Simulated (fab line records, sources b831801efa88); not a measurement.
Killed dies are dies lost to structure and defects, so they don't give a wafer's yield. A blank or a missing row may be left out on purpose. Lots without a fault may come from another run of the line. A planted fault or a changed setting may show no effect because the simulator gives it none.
One fault seen from 2 desks | flow gf180mcu | each desk has only its own numbers; what lay behind them comes last

THE TOOL OWNER'S DESK: implanter-02
The tool's own readings at GF_HV_LDD_IMPLANT_48: means of the sampled wafers that have a number, for each lot that ran on this tool. A lot is out of limits, marked OUT, if its mean lies more than 4 standard deviations from the usual mean; the brackets give that distance.
Columns: A = beam_energy_keV at GF_HV_LDD_IMPLANT_48, usual 25.000; B = dose_ions_cm2 at GF_HV_LDD_IMPLANT_48, usual 3e+13
lot  | first seen here | A      | B
L698 | day 13 19:53    | 24.992 | 3e+13
L699 | day 14 11:19    | 25.010 | 3e+13
L701 | day 15 03:56    | 24.998 | 3e+13 (-31) OUT
L703 | day 15 19:08    | 24.989 | 3e+13 (-32) OUT
L704 | day 16 05:25    | 25.004 | 3e+13 (-31) OUT
L715 | day 20 02:50    | 25.001 | 3e+13
This desk's finding: out of limits on L701, L703, L704; first on L701, day 15 03:56 (dose_ions_cm2 at GF_HV_LDD_IMPLANT_48). In limits: L698, L699, L715.

THE METROLOGY DESK
What the gauges read, lot by lot, whatever tool the lot ran on: means of the sampled wafers that have a number. A lot is out of limits, marked OUT, if its mean lies more than 4 standard deviations from the usual mean; the brackets give that distance.
Columns: A = M3_OVL at GF_M3_OVL_MEAS_15, usual -1 nm
lot  | first seen here | A
L694 | day 21 09:01    | 4
L695 | day 21 20:59    | -6
L697 | day 22 11:56    | 11
L698 | day 22 22:34    | -10
L699 | day 23 13:47    | -3
L701 | day 24 09:03    | 4
L703 | day 25 00:44    | 6
L704 | day 25 09:24    | -11
L709 | day 27 06:33    | 1
L712 | day 27 23:56    | -4
L713 | day 28 00:16    | 2
L714 | day 28 09:41    | -6
L716 | day 28 16:52    | -6
L715 | day 28 22:01    | -7
This desk's finding: nothing out of limits on any of the 14 lots.

PUT TOGETHER
The tool owner's desk could have raised an alarm at day 15 03:56, on L701, L703, L704.
The metrology desk saw nothing out of limits.
The metrology desk has L701, L703, L704 on record, within its limits.
Of the lots named, all ran GF_HV_LDD_IMPLANT_48 on implanter-02.

WHAT THE SIMULATOR HAD PUT IN
Process parameter drift: implanter-02, from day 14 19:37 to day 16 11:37, at GF_HV_LDD_IMPLANT_48. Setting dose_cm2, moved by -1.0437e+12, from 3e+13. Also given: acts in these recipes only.
Lots struck among those shown: L701, L703, L704.
Hours from the fault's start to each desk's first reading out of limits: the tool owner's desk, 8.
